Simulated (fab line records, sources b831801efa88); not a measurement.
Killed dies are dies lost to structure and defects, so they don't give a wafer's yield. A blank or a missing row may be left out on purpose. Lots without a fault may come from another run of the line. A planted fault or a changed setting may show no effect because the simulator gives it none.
Which tool did it? | flow sky130 | 12 lots, 36 wafers sampled, at 3 steps of a route of 708

WHAT THE GAUGES READ, wafer by wafer
SKY_METAL4_CD_MEAS_13: target cd 300 nm.
lot  | measured     | on        | cd_nm (nm)
L199 | day 42 02:25 | cd_sem-01 | 301.1 301.4 300.4
L201 | day 42 09:52 | cd_sem-01 | 297.9 296.6 298.8
L204 | day 43 12:16 | cd_sem-02 | 302.8 302.9 303.6
L206 | day 44 05:06 | cd_sem-02 | 301.2 301.6 302.4
L207 | day 44 08:13 | cd_sem-02 | 300.9 298.8 300.2
L209 | day 44 20:47 | cd_sem-02 | 299.2 299.1 299.4
L210 | day 45 00:38 | cd_sem-01 | 298.2 298.3 298.3
L211 | day 45 08:35 | cd_sem-01 | 299.3 299.5 301.0
L213 | day 45 20:41 | cd_sem-02 | 300.9 300.8 300.0
L214 | day 46 08:24 | cd_sem-01 | 297.9 298.7 298.9
L216 | day 46 14:21 | cd_sem-01 | 298.2 297.0 299.0
L219 | day 47 08:41 | cd_sem-01 | 301.0 299.2 298.8

WHICH TOOL RAN EACH LOT (tool, then ch and the chambers of the sampled wafers, then the start)
lot  | SKY_METAL2_STRIP_20                  | SKY_METAL3_ETCH_17
L199 | plasma_asher-03 ch 0,1, day 35 15:40 | rie_diel-02 ch 2,3, day 38 22:53
L201 | plasma_asher-03 ch 0, day 35 21:17   | rie_diel-02 ch 1,2,3, day 39 05:22
L204 | plasma_asher-01 ch 0,1, day 37 03:36 | rie_diel-03 ch 0,2, day 40 09:38
L206 | plasma_asher-03 ch 0,1, day 37 22:07 | rie_diel-02 ch 1,2, day 41 03:51
L207 | plasma_asher-03 ch 0,1, day 38 00:53 | rie_diel-03 ch 0,3, day 41 06:23
L209 | plasma_asher-02 ch 0,1, day 38 14:32 | rie_diel-01 ch 1,2,3, day 41 20:14
L210 | plasma_asher-02 ch 0,1, day 38 19:53 | rie_diel-03 ch 1,2,3, day 42 01:17
L211 | plasma_asher-03 ch 0,1, day 39 05:49 | rie_diel-01 ch 0,2,3, day 42 09:44
L213 | plasma_asher-02 ch 0,1, day 39 19:22 | rie_diel-01 ch 1,2, day 42 22:31
L214 | plasma_asher-01 ch 0,1, day 40 10:21 | rie_diel-02 ch 0,1, day 43 12:56
L216 | plasma_asher-03 ch 0,1, day 40 16:34 | rie_diel-03 ch 0,1,3, day 43 17:48
L219 | plasma_asher-03 ch 0,1, day 41 14:44 | rie_diel-01 ch 0,1, day 44 14:58
- SKY_METAL2_STRIP_20: strips in O2/N2.
- SKY_METAL3_ETCH_17: etches SiO2 in C4F8/O2/Ar, stops on TiN, time 3.9 s, target depth 15 nm.

WHAT THE TOOLS THEMSELVES READ (means of the sampled wafers that have a number; where no wafer has one, the mark that the record gives instead)
SKY_METAL2_STRIP_20.
lot  | tool            | drypump_motor_current_A (A) | n2_flow_sccm (sccm) | oes_product_au (a.u.) | strip_time_to_endpoint_s (s)
L199 | plasma_asher-03 | 6.4                         | 299.7               | 0.348                 | 2.72
L201 | plasma_asher-03 | 6.4                         | 298.9               | 0.344                 | 2.75
L204 | plasma_asher-01 | 5.7                         | 299.7               | 0.346                 | 2.69
L206 | plasma_asher-03 | 6.4                         | 298.8               | 0.349                 | 2.78
L207 | plasma_asher-03 | 6.4                         | 298.8               | 0.338                 | 2.66
L209 | plasma_asher-02 | 5.6                         | 299.7               | 0.343                 | 2.71
L210 | plasma_asher-02 | 5.7                         | 300.3               | 0.342                 | 2.66
L211 | plasma_asher-03 | 6.4                         | 301.0               | 0.348                 | 2.78
L213 | plasma_asher-02 | 5.6                         | 300.9               | 0.342                 | 2.71
L214 | plasma_asher-01 | 5.7                         | 300.2               | 0.344                 | 2.68
L216 | plasma_asher-03 | 6.4                         | 300.2               | 0.346                 | 2.72
L219 | plasma_asher-03 | 6.4                         | 300.8               | 0.341                 | 2.63

SKY_METAL3_ETCH_17.
lot  | tool        | oes_product_au (a.u.) | rf_fwd_power_W (W)
L199 | rie_diel-02 | 0.759                 | 1470
L201 | rie_diel-02 | 0.758                 | 1470
L204 | rie_diel-03 | 0.754                 | 1472
L206 | rie_diel-02 | 0.764                 | 1471
L207 | rie_diel-03 | 0.749                 | 1473
L209 | rie_diel-01 | 0.756                 | 1464
L210 | rie_diel-03 | 0.756                 | 1475
L211 | rie_diel-01 | 0.755                 | 1473
L213 | rie_diel-01 | 0.759                 | 1463
L214 | rie_diel-02 | 0.762                 | 1466
L216 | rie_diel-03 | 0.755                 | 1470
L219 | rie_diel-01 | 0.756                 | 1469

THE ANSWER, worked out from the rows above alone
Rule: what is usual is taken from the lots themselves. Put in order of their means at a reading, lots are off if they are a third of the lots or fewer, leave a main group of 4 or more, and stand apart from it by a gap of 3 or more times the standard deviation of the main group's means; of several such gaps the widest counts. A main group whose means are all the same, to the digits that the tables above print for the reading, isn't used. A lot without any number at a reading at which 4 lots or more have one is off too. The other lots that the step has rows for count as sound. The gauges are gone through in route order, then the tools' own readings, and for those a lot's mean is taken as printed above. The first step at which some lot is off is used, and at that step the reading that is off furthest; a lot without a number counts as furthest.
No lot is off at any reading shown: from this, nothing can be told.

WHAT THE SIMULATOR HAD PUT IN
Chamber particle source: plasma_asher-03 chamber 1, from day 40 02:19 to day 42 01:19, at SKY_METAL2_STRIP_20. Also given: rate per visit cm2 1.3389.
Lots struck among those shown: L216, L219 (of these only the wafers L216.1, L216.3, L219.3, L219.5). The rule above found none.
